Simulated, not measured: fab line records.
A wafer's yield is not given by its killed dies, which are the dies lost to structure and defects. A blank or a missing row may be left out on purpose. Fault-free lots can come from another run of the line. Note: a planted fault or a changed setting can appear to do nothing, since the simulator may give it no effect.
A lot that was struck, set against a sound lot    flow sky130    44 steps out of a route of 708
Sound: wafers L770.1, L770.2, L770.5. Wafers struck: L778.3, L778.4, L778.5. Last of all comes the cause.
Per side, at each step with rows, come the tool, then ch with its chambers, and then its first start. Under that, the readings that differ: sound wafers    struck wafers    difference of the means    sigmas: that difference in standard deviations of wafers without a fault.
alike: readings with means less than 2 such deviations apart, plus words and numbers identical on both sides. not compared: withheld readings, readings lacking a value on some wafer, bounds such as >300 that could conceal the same value, and numbers that have no deviation in the record and whose values overlap.
The two part at a step that has a row with sigmas, a row that says differs or no value, or rows on one side only. Numbers that don't overlap but have no deviation are shown without sigmas and don't part them. A reading that every wafer of one side lacks parts them only if that side has two wafers or more.

first, 2 steps without rows for these wafers: SKY_DNWELL_DEVELOP_06 (develop time 60 s); SKY_DNWELL_IMPLANT_07.
SKY_DNWELL_STRIP_08: strips in O2/N2.
  sound on plasmaAsher-04 ch 0,1, day 4 23:46; struck on plasmaAsher-02 ch 0,1, day 6 17:05
  alike: drypumpMotorCurrentA, oesProductAu, stripTimeToEndpointS
  not compared: rfHoursCounterH
SKY_DNWELL_TW_MEAS_09:
  sound: filmMetro-04 at day 4 23:52; struck: filmMetro-02 at day 6 17:11
  alike: DNWELL_TW
then, 7 steps without rows for these wafers: SKY_PWDE_DEHYDRATE_00 (time 60 s); SKY_PWDE_HMDS_01 (prime time 60 s); SKY_PWDE_COAT_02 (resist thk 3000 nm); SKY_PWDE_SOFTBAKE_03; SKY_PWDE_EXPOSE_04 (exposes mask PWDEM, target cd 840 nm); SKY_PWDE_PEB_05; SKY_PWDE_DEVELOP_06 (develop time 60 s).
SKY_PWDE_OVL_MEAS_07:
  sound: overlay-02 at day 5 17:47; struck: overlay-01 at day 7 11:54
  alike: PWDE_OVL
SKY_PWDE_IMPLANT_08:
  sound on implanter-04 ch 0, day 5 17:49; struck on implanter-04 ch 0, day 7 12:05
reading           sound                          struck                         difference  sigmas
doseIonsCm2       3.598e+12 3.596e+12 3.594e+12  2.755e+12 2.755e+12 2.758e+12  -8.400e+11  -99 or more
faradayCurrentUA  20.5 20.1 20.7                 15.7 16.1 16.1                 -4.5        -12
SKY_PWDE_STRIP_09: strips in O2/N2.
  sound on plasmaAsher-01 ch 0,1, day 5 17:58; struck on plasmaAsher-04 ch 0,1, day 7 12:14
reading                   sound              struck             difference  sigmas
stripTimeToEndpointS (s)  36.63 36.78 36.81  37.07 36.89 36.96  +0.23       +2
  alike: drypumpMotorCurrentA, oesProductAu
  not compared: rfHoursCounterH
SKY_PWDE_TW_MEAS_10:
  sound: filmMetro-01 at day 5 18:04; struck: filmMetro-01 at day 7 12:19
reading  sound              struck             difference  sigmas
PWDE_TW  374.1 374.9 376.1  345.0 342.8 345.4  -30.6       -11
then, 7 steps without rows for these wafers: SKY_NWELL_DEHYDRATE_03 (time 60 s); SKY_NWELL_HMDS_04 (prime time 60 s); SKY_NWELL_COAT_05 (resist thk 3000 nm); SKY_NWELL_SOFTBAKE_06; SKY_NWELL_EXPOSE_07 (exposes mask NWM, target cd 840 nm); SKY_NWELL_PEB_08; SKY_NWELL_DEVELOP_09 (develop time 60 s).
SKY_NWELL_OVL_MEAS_10:
  sound: overlay-02 at day 6 12:34; struck: overlay-01 at day 8 07:52
  alike: NWELL_00_OVL
then, 3 steps without rows for these wafers: SKY_NWELL_IMPLANT_11; SKY_NWELL_IMPLANT_12; SKY_NWELL_IMPLANT_13.
SKY_NWELL_STRIP_14: strips in O2/N2.
  sound on plasmaAsher-02 ch 0,1, day 6 13:03; struck on plasmaAsher-04 ch 0,1, day 8 08:23
  alike: drypumpMotorCurrentA, oesProductAu, stripTimeToEndpointS
  not compared: rfHoursCounterH
SKY_NWELL_TW_MEAS_15:
  sound: filmMetro-04 at day 6 13:09; struck: filmMetro-01 at day 8 08:28
  alike: NWELL_TW
then, 7 steps without rows for these wafers: SKY_NWELL_DEHYDRATE_16 (time 60 s); SKY_NWELL_HMDS_17 (prime time 60 s); SKY_NWELL_COAT_18 (resist thk 3000 nm); SKY_NWELL_SOFTBAKE_19; SKY_NWELL_EXPOSE_20 (exposes mask NWM COMPLEMENT, target cd 840 nm); SKY_NWELL_PEB_21; SKY_NWELL_DEVELOP_22 (develop time 60 s).
SKY_NWELL_OVL_MEAS_23:
  sound: overlay-02 at day 7 08:55; struck: overlay-01 at day 9 05:19
  alike: NWELL_01_OVL
following that, these wafers have no rows for 1 step: SKY_NWELL_IMPLANT_24.
SKY_NWELL_STRIP_25: strips in O2/N2.
  sound on plasmaAsher-03 ch 0,1, day 7 09:05; struck on plasmaAsher-03 ch 0,1, day 9 05:32
reading                   sound              struck             difference  sigmas
stripTimeToEndpointS (s)  37.07 37.07 37.06  36.79 36.89 36.89  -0.21       -2
  alike: drypumpMotorCurrentA, oesProductAu
  not compared: rfHoursCounterH
SKY_NWELL_TW_MEAS_26:
  sound: filmMetro-01 at day 7 09:11; struck: filmMetro-02 at day 9 05:37
  alike: NWELL_2_TW
then, 1 step without rows for these wafers: SKY_NWELL_CLEAN_27 (cleans in SC1/SC2, time 150 s).
SKY_NWELL_RTA_28: time 30 s.
  sound on rtpAnneal-02 ch 0, day 7 09:18; struck on rtpAnneal-02 ch 0, day 9 05:44
  alike: lampPowerPct, wafer_temp_C_max
SKY_NWELL_RS_MEAS_29: a four-point-probe measurement.
  sound: filmMetro-04 at day 7 09:24; struck: filmMetro-01 at day 9 05:50
  alike: NWELL_RS
SKY_NWELL_RS_MEAS_31: a four-point-probe measurement.
  sound: filmMetro-04 at day 7 09:38; struck: filmMetro-01 at day 9 06:05
reading           sound           struck          difference  sigmas
PWDE_RS (ohm/sq)  5262 5261 5247  6603 6610 6624  +1356       +75
-- the record jumps here: 40 days lie between the struck wafers' starts before and after (it left off in module NWELL and takes up again in module PAD_OPEN, whose first step shown is number 708 of the route) --
SKY_PAD_OPEN_PROBE_99:
  sound: prober-02 at day 48 02:42; struck: prober-02 at day 49 11:11
reading                                sound                          struck                         difference  sigmas
model.etest.res_p_drift_20v.lineOhmUm  1.012e+04 1.033e+04 1.007e+04  1.584e+04 1.573e+04 1.545e+04  +5.500e+03  
model.etest.res_p_drift_20v.rsOhmSq    8503 8694 8469                 1.293e+04 1.296e+04 1.267e+04  +4.298e+03  
model.etest.resPwdeUnderGate.rsOhmSq   6240 6314 6172                 8202 8146 8154                 +1925       
  alike: killed_at_M0_to_M3, killed_at_M4_up, killedAtContacts, killedAtFrontEnd, killedAtOther, killedDies, killedOpen, killedShort

WHERE THEY PART
Earliest at SKY_PWDE_IMPLANT_08; latest, in this record, at SKY_NWELL_RS_MEAS_31. Later steps at which nothing parts them and some readings are alike: SKY_PAD_OPEN_PROBE_99.

WHY: whatever the simulator had introduced
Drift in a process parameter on implanter-04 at SKY_PWDE_IMPLANT_08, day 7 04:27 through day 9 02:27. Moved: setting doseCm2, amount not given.
